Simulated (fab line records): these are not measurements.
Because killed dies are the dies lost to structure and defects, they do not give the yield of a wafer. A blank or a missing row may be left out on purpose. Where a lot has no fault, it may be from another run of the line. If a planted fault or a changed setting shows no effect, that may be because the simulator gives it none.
fab line records | flow sky130
[record] lots = 6 wafers = 18 last-day = 50
route steps=708 shown VIA3@591 METAL4@598 CAP2M@603 PAD_OPEN@708
lots untouched by any fault: they come from a run of this same line in which no faults occurred
start-h: hours from the record's opening day to when the first of the lot's shown wafers began | wait-h: time in hours since the lot's previous step | " unchanged from the row above | L1.1+2: a single row standing in for several wafers | - no value, or no start given | * or withheld: withheld | < > ~ a bound
route shown NAME@n: NAME is a module with steps in the file, n the number in the route of the first one | usual: mean/standard deviation of fault-free wafers | same: alike in all rows | chamber/n: place in a boat | sites: the reading at each site | _std_site: standard deviation across them | _edge_site: mean of outer sites minus mean of inner sites | radius-mm: how far each site lies from the wafer's centre | mask NAME#n: copy n | behind: the most recent tool/chamber to have shaped the wafer | hold: why the lot went on hold/how many hours it stayed there/how the hold came to an end | device: transistor that didn't switch, given as n, p or np | end of line: the tests these same wafers got at the end of their route | a step with no rows: only its recipe | killed: count of dies lost to structure and defects at first sort (not the wafer's yield) | map: per-die view of a wafer (x killed, . not killed, _ where there is no die)
set.NAME: the setting that was run; set.NAME@STEP: the one run at that earlier step | model.NAME: the simulator's own value behind a step, which no gauge read
certain route steps with their lots: each step a table, each wafer a row
services: a tool's chamber out of use, with start hour (start-h, from the record's first day; less than 0 if before it), hours out, and reason
[[steps]]
[step SKY_VIA3_CLEAN_18]
[recipe] chemistry = IPA time-s = 180 temp-c = 25
[step SKY_VIA3_CLEAN_19]
[recipe] chemistry = O3/DIW dry = n2-spin
[step SKY_VIA3_SPUTTER_20]
[recipe] material = TiN target-thk-nm = 20 chamber-pressure-pa = 5 power-w = 4000 time-s = 80
[usual] throttle-valve-pct = 29.5/1
// columns lot.wafer tool chamber start-h wait-h throttle-valve-pct
L322.3 pvd-sputter-01 - 968.31 0.0 30.3
L322.4 " - " " 29.5
L322.5 " - " " 27.4
L325.4 pvd-sputter-03 - 997.82 0.0 29.3
L325.5 " - " " 29.8
L325.6 " - " " 31.1
L333.4 pvd-sputter-01 - 1062.44 0.0 29.6
L333.5 " - " " 29.5
L333.6 " - " " 27.8
L334.2 pvd-sputter-01 - 1064.71 0.0 27.5
L334.4 " - " " 29.8
L334.5 " - " " 30.0
L335.1 pvd-sputter-02 - 1068.86 0.0 30.2
L335.3 " - " " 29.3
L335.5 " - " " 30.5
L337.2 pvd-sputter-03 - 1079.17 0.0 30.1
L337.3 " - " " 29.3
L337.4 " - " " 31.1
[step SKY_VIA3_CVD_21]
[recipe] material = W target-thk-nm = 390 time-s = 117.31 temp-c = 400 pressure-torr = 40
[usual] chamber-pressure-Torr = 40.00/0.078 heater-power-outer-w = 543/70 heater-power-w = 881/92
// columns lot.wafer tool chamber start-h wait-h chamber-pressure-Torr heater-power-outer-w heater-power-w since-wet-clean-h
L322.3 cvd-w-02 1 968.41 0.1 40.09 508 888 -
L322.4 " 0 " " 39.96 669 1045 -
L322.5 " 0 " " 40.00 679 1027 -
L325.4 cvd-w-02 1 997.92 0.1 39.98 525 911 -
L325.5 " 0 " " 40.08 665 1032 -
L325.6 " 1 " " 39.99 528 890 -
L333.4 cvd-w-02 1 1062.55 0.1 40.02 526 908 -
L333.5 " 1 " " 39.98 523 892 -
L333.6 " 0 " " 39.97 675 1041 -
L334.2 cvd-w-02 0 1064.77 0.0 40.02 681 1030 661
L334.4 " 1 " " 40.07 507 911 -
L334.5 " 0 " " 40.00 671 1035 -
L335.1 cvd-w-01 1 1068.92 0.0 40.11 514 856 151
L335.3 " 1 " " 40.00 496 855 -
L335.5 " 0 " " 40.09 502 753 -
L337.2 cvd-w-01 0 1079.23 0.0 39.95 502 750 161
L337.3 " 0 " " 39.98 492 757 -
L337.4 " 1 " " 40.06 507 861 -
[step SKY_VIA3_RS_MEAS_22]
[recipe] thk-meas-gauge = four-point-probe reads = W_of_VIA3_CVD_21+TiN_of_VIA3_SPUTTER_20
[usual] VIA3_W_RS = 0.294/0.0035
// columns lot.wafer tool chamber start-h wait-h VIA3_W_RS[ohm/sq]
L322.3 film-metro-01 - 968.53 0.1 0.289
L322.4 " - " " 0.298
L322.5 " - " " 0.297
L325.4 film-metro-04 - 998.07 0.1 0.294
L325.5 " - " " 0.296
L325.6 " - " " 0.288
L333.4 film-metro-03 - 1062.69 0.1 0.290
L333.5 " - " " 0.290
L333.6 " - " " 0.291
L334.2 film-metro-04 - 1064.91 0.1 0.295
L334.4 " - " " 0.292
L334.5 " - " " 0.299
L335.1 film-metro-03 - 1069.04 0.1 0.296
L335.3 " - " " 0.299
L335.5 " - " " 0.297
L337.2 film-metro-04 - 1079.37 0.1 0.296
L337.3 " - " " 0.295
L337.4 " - " " 0.295
[step SKY_VIA3_THK_MEAS_23]
[recipe] thk-meas-gauge = xrf reads = W_of_VIA3_CVD_21
[usual] VIA3_W_THK = 394/6
// columns lot.wafer tool chamber start-h wait-h VIA3_W_THK[nm]
L322.3 film-metro-01 - 968.63 0.1 394
L322.4 " - " " 383
L322.5 " - " " 383
L325.4 film-metro-04 - 998.16 0.1 389
L325.5 " - " " 387
L325.6 " - " " 399
L333.4 film-metro-03 - 1062.78 0.1 402
L333.5 " - " " 403
L333.6 " - " " 402
L334.2 film-metro-04 - 1065.02 0.1 387
L334.4 " - " " 394
L334.5 " - " " 384
L335.1 film-metro-03 - 1069.16 0.1 394
L335.3 " - " " 392
L335.5 " - " " 392
L337.2 film-metro-04 - 1079.48 0.1 387
L337.3 " - " " 389
L337.4 " - " " 389
[step SKY_VIA3_CMP_24]
[recipe] stop-on = SiO2 t-overpolish-s = 20 down-force-psi = 3.5 platen-rpm = 60 target-thk-nm = 0 pad-velocity-m-s = 0.94248
[usual] motor-current-A = 11.8/0.98 overpolish-run-s = 20.000/0.008 time-to-endpoint-s = 93/4.6
[same] t-overpolish-s = 20
// columns lot.wafer tool chamber start-h wait-h motor-current-A overpolish-run-s time-to-endpoint-s
L322.3 cmp-02 2 968.72 0.1 10.7 19.994 101
L322.4 " 0 " " 12.6 19.998 89
L322.5 " 1 " " 11.4 19.998 97
L325.4 cmp-02 0 998.34 0.2 12.8 20.010 87
L325.5 " 1 " " 11.6 20.007 99
L325.6 " 2 " " 11.0 19.979 96
L333.4 cmp-01 2 1062.91 0.1 11.8 19.996 100
L333.6 " 1 " " 11.9 19.989 96
L333.5 " 2 " " 12.3 20.002 99
L334.4 cmp-02 1 1065.07 0.0 11.4 20.015 95
L334.2 " 3 " " 11.0 19.999 88
L334.5 " 1 " " 11.4 19.995 91
L335.1 cmp-02 0 1069.22 0.1 13.2 20.000 85
L335.3 " 2 " " 11.5 19.991 90
L335.5 " 0 " " 13.5 20.009 87
L337.3 cmp-02 1 1079.53 0.0 11.7 19.998 93
L337.4 " 3 " " 10.9 19.994 90
L337.2 " 0 " " 12.7 20.000 82
[step SKY_METAL4_SPUTTER_00]
[recipe] material = Ti target-thk-nm = 15 power-w = 3000 time-s = 10 chamber-pressure-pa = 0.4
[step SKY_METAL4_SPUTTER_01]
[recipe] material = TiN target-thk-nm = 20 power-w = 6500 time-s = 16.7 chamber-pressure-pa = 0.4
[usual] throttle-valve-pct = 29.5/1
// columns lot.wafer tool chamber start-h wait-h throttle-valve-pct
L322.3 pvd-sputter-04 - 969.00 0.0 29.0
L322.4 " - " " 28.8
L322.5 " - " " 29.6
L325.4 pvd-sputter-01 - 998.51 0.0 28.2
L325.5 " - " " 27.7
L325.6 " - " " 29.6
L333.4 pvd-sputter-01 - 1063.19 0.0 28.1
L333.5 " - " " 28.1
L333.6 " - " " 30.3
L334.2 pvd-sputter-03 - 1065.39 0.0 31.1
L334.4 " - " " 29.1
L334.5 " - " " 29.3
L335.1 pvd-sputter-01 - 1069.55 0.0 27.6
L335.3 " - " " 30.4
L335.5 " - " " 27.5
L337.2 pvd-sputter-04 - 1079.85 0.0 30.1
L337.3 " - " " 31.3
L337.4 " - " " 29.7
[step SKY_METAL4_SPUTTER_02]
[recipe] material = AlCu target-thk-nm = 735 power-w = 10600 time-s = 39.1 chamber-pressure-pa = 0.4
[usual] throttle-valve-pct = 29.5/1
// columns lot.wafer tool chamber start-h wait-h throttle-valve-pct
L322.3 pvd-sputter-04 - 969.02 0.0 28.9
L322.4 " - " " 28.9
L322.5 " - " " 30.2
L325.4 pvd-sputter-01 - 998.53 0.0 28.4
L325.5 " - " " 27.6
L325.6 " - " " 29.5
L333.4 pvd-sputter-01 - 1063.21 0.0 28.3
L333.5 " - " " 28.2
L333.6 " - " " 30.3
L334.2 pvd-sputter-03 - 1065.42 0.0 31.1
L334.4 " - " " 29.1
L334.5 " - " " 29.3
L335.1 pvd-sputter-01 - 1069.57 0.0 27.2
L335.3 " - " " 30.1
L335.5 " - " " 27.4
L337.2 pvd-sputter-04 - 1079.88 0.0 29.9
L337.3 " - " " 31.1
L337.4 " - " " 29.9
[step SKY_METAL4_SPUTTER_03]
[recipe] material = Ti target-thk-nm = 5 power-w = 3000 time-s = 3.3 chamber-pressure-pa = 0.4
[step SKY_METAL4_SPUTTER_04]
[recipe] material = TiN target-thk-nm = 70 power-w = 6500 time-s = 58.3 chamber-pressure-pa = 0.4
[step SKY_CAP2M_CVD_00]
[recipe] material = SiO2 target-thk-nm = 15.5 temp-c = 400 time-s = withheld rf-w = 450
[usual] heater-power-outer-w = 409/68 heater-power-w = 674/74
// columns lot.wafer tool chamber start-h wait-h heater-power-outer-w heater-power-w
L322.3 pecvd-02 0 969.14 0.0 436 687
L322.4 " 2 " " 362 629
L322.5 " 2 " " 365 627
L325.4 pecvd-04 1 998.65 0.0 347 610
L325.5 " 2 " " 342 620
L325.6 " 0 " " 612 839
L333.4 pecvd-02 2 1063.33 0.0 - -
L333.5 " 1 " " - -
L333.6 " 0 " " - -
L334.2 pecvd-03 2 1065.52 0.0 - -
L334.4 " 1 " " - -
L334.5 " 0 " " - -
L335.1 pecvd-04 1 1069.68 0.0 342 581
L335.3 " 2 " " 381 648
L335.5 " 0 " " 559 788
L337.2 pecvd-02 1 1079.98 0.0 425 661
L337.3 " 2 " " 362 621
L337.4 " 2 " " 350 624
[step SKY_PAD_OPEN_PROBE_99]
[usual] defect-limited-yield = 82.6/2 killed_at_M0_to_M3 = 43/7.3 killed_at_M4_up = 3.4/1.7 killed-at-contacts = 24/4.5 killed-at-front-end = 16/4.4 killed-at-other = 0.2/0.51 killed-dies = 86/9.7 killed-open = 46/6.6 killed-short = 39/7.1 sort_bin_3_pad_short = 0.9/0.45 sort_bin_5_function = 10.4/1.4 sort_bin_6_memory = 6.2/1.2 sort-n-pass = 406/9.7 sort-yield-pct = 82.6/2
[same] gross-dies = 492 killed-at-back-side = 0 sort_bin_4_leakage[%] = 0 sort_bin_8_speed[%] = 0
// columns lot.wafer tool chamber start-h wait-h defect-limited-yield[%] killed_at_M0_to_M3 killed_at_M4_up killed-at-contacts killed-at-front-end killed-at-other killed-dies killed-open killed-short sort_bin_3_pad_short[%] sort_bin_5_function[%] sort_bin_6_memory[%] sort-n-pass sort-yield-pct[%]
L325.4 prober-01 - 1130.06 0.2 85.6 32 4 22 12 1 71 46 24 0.6 8.1 5.7 421 85.6
L325.5 prober-01 - 1130.11 0.2 80.7 49 3 28 14 1 95 47 47 0.8 11.2 7.3 397 80.7
L325.6 prober-01 - 1130.16 0.2 82.1 42 2 26 18 0 88 56 32 0.6 11.6 5.7 404 82.1
L335.1 prober-01 - 1190.90 0.1 80.9 49 7 19 19 0 94 49 45 0.6 11.8 6.7 398 80.9
L335.3 prober-01 - 1191.00 0.2 77.2 60 3 30 18 1 112 52 59 1.4 12.6 8.7 380 77.2
L335.5 prober-01 - 1191.10 0.2 80.7 53 5 18 19 0 95 46 48 2.0 11.2 6.1 397 80.7
L337.2 prober-01 - 1197.62 0.1 84.6 42 6 13 15 0 76 43 33 0.4 8.5 6.5 416 84.6
L337.3 prober-01 - 1197.67 0.2 82.7 42 7 23 12 1 85 41 44 1.8 11.6 3.9 407 82.7
L337.4 prober-01 - 1197.72 0.2 85.6 36 4 24 7 0 71 32 39 0.6 8.5 5.3 421 85.6
// killed by level:class
L325.4 CONTACT:geometric-particle:open=11 VIA1:geometric-particle:open=11 VIA3:geometric-particle:open=7 LI_CONTACT:geometric-particle:open=5 METAL4:geometric-particle:short=4 FIELD_ISO:geometric-particle:open=3 FIELD_ISO:geometric-particle:short=3 POLY_GATE:geometric-particle:open=3
L325.5 VIA1:geometric-particle:open=8 CONTACT:geometric-particle:open=8 METAL2:geometric-particle:short=8 LI_CONTACT:geometric-particle:open=7 VIA2:geometric-particle:open=7 CONTACT:geometric-particle:short=6 VIA3:geometric-particle:short=6 METAL1:geometric-particle:short=5
L325.6 CONTACT:geometric-particle:open=14 VIA1:geometric-particle:open=13 FIELD_ISO:geometric-particle:short=7 VIA2:geometric-particle:open=6 POLY_GATE:geometric-particle:open=4 SPACER:geometric-particle:open=4 LI_CONTACT:geometric-particle:open=4 LOCAL_INTERCONNECT:geometric-particle:short=4
L335.1 VIA2:geometric-particle:open=11 VIA1:geometric-particle:open=9 METAL2:geometric-particle:short=6 LI_CONTACT:geometric-particle:open=6 CONTACT:geometric-particle:open=6 FIELD_ISO:geometric-particle:short=4 POLY_GATE:geometric-particle:short=4 VIA1:geometric-particle:short=4
L335.3 VIA1:geometric-particle:open=16 CONTACT:geometric-particle:short=11 CONTACT:geometric-particle:open=11 METAL2:geometric-particle:short=9 VIA1:geometric-particle:short=9 VIA2:geometric-particle:open=6 POLY_CUT:geometric-particle:short=5 LI_CONTACT:geometric-particle:open=5
L335.5 VIA2:geometric-particle:open=13 LI_CONTACT:geometric-particle:open=8 POLY_GATE:geometric-particle:short=7 VIA1:geometric-particle:short=6 METAL2:geometric-particle:short=6 VIA2:geometric-particle:short=6 VIA3:geometric-particle:open=6 CONTACT:geometric-particle:open=5
L337.2 POLY_GATE:geometric-particle:open=8 METAL1:geometric-particle:short=8 VIA3:geometric-particle:open=8 VIA1:geometric-particle:open=7 METAL2:geometric-particle:short=6 CONTACT:geometric-particle:open=4 CONTACT:geometric-particle:short=4 FIELD_ISO:geometric-particle:open=3
L337.3 METAL2:geometric-particle:short=12 VIA1:geometric-particle:open=11 LI_CONTACT:geometric-particle:open=8 METAL4:geometric-particle:short=7 CONTACT:geometric-particle:short=5 VIA2:geometric-particle:open=5 VIA3:geometric-particle:open=5 LI_CONTACT:geometric-particle:short=4
L337.4 VIA1:geometric-particle:open=7 LOCAL_INTERCONNECT:geometric-particle:short=7 METAL2:geometric-particle:short=7 CONTACT:geometric-particle:open=6 POLY_GATE:geometric-particle:short=5 VIA1:geometric-particle:short=5 VIA2:geometric-particle:open=5 LI_CONTACT:geometric-particle:short=4
[[services]]
// columns tool chamber start-h hours kind
cmp-02 - 945.48 2.2 repair
cmp-02 - 949.42 2.6 repair
pecvd-04 - 952.40 0.5 repair
pecvd-02 - 962.07 4.6 repair
pecvd-02 1 963.59 12.3 repair
pvd-sputter-04 - 984.55 0.5 repair
cvd-w-02 - 985.69 6.9 pm
pecvd-04 - 990.24 2.8 pm
cmp-02 - 995.02 1.7 repair
pvd-sputter-03 - 995.72 0.8 repair
pvd-sputter-02 - 997.52 1.9 repair
pvd-sputter-03 - 998.51 4.1 repair
pecvd-04 0 1004.88 4.3 repair
pecvd-04 - 1017.24 3.3 repair
cmp-02 - 1018.68 11.6 pm
pvd-sputter-04 - 1027.12 3.1 repair
pvd-sputter-01 - 1028.70 2.3 repair
pvd-sputter-03 - 1030.25 5.6 repair
cvd-w-02 0 1037.36 3.0 repair
cvd-w-02 0 1050.39 8.0 repair
pvd-sputter-03 - 1060.27 0.8 repair
pecvd-04 0 1062.33 3.4 repair
pvd-sputter-04 - 1073.60 4.8 repair
cmp-02 - 1078.35 0.5 repair
[[key]]
[first-sign] step = SKY_CAP2M_CVD_00 reading = tool-record direction = missing
effect none on later readings
met-at SKY_CAP2M_CVD_00
struck-wafers L333.4,L333.5,L333.6,L334.2,L334.4,L334.5
scrapped-behind SKY_CAP2M_THK_MEAS_01 L333.4,L333.5,L333.6,L334.2,L334.4,L334.5
onset-between 969.14 1063.33
[fault] kind = skipped-step-whole tool = pecvd-02,pecvd-03 chamber = - onset-h = 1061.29 steps = SKY_CAP2M_CVD_00 scope = struck-lots-only
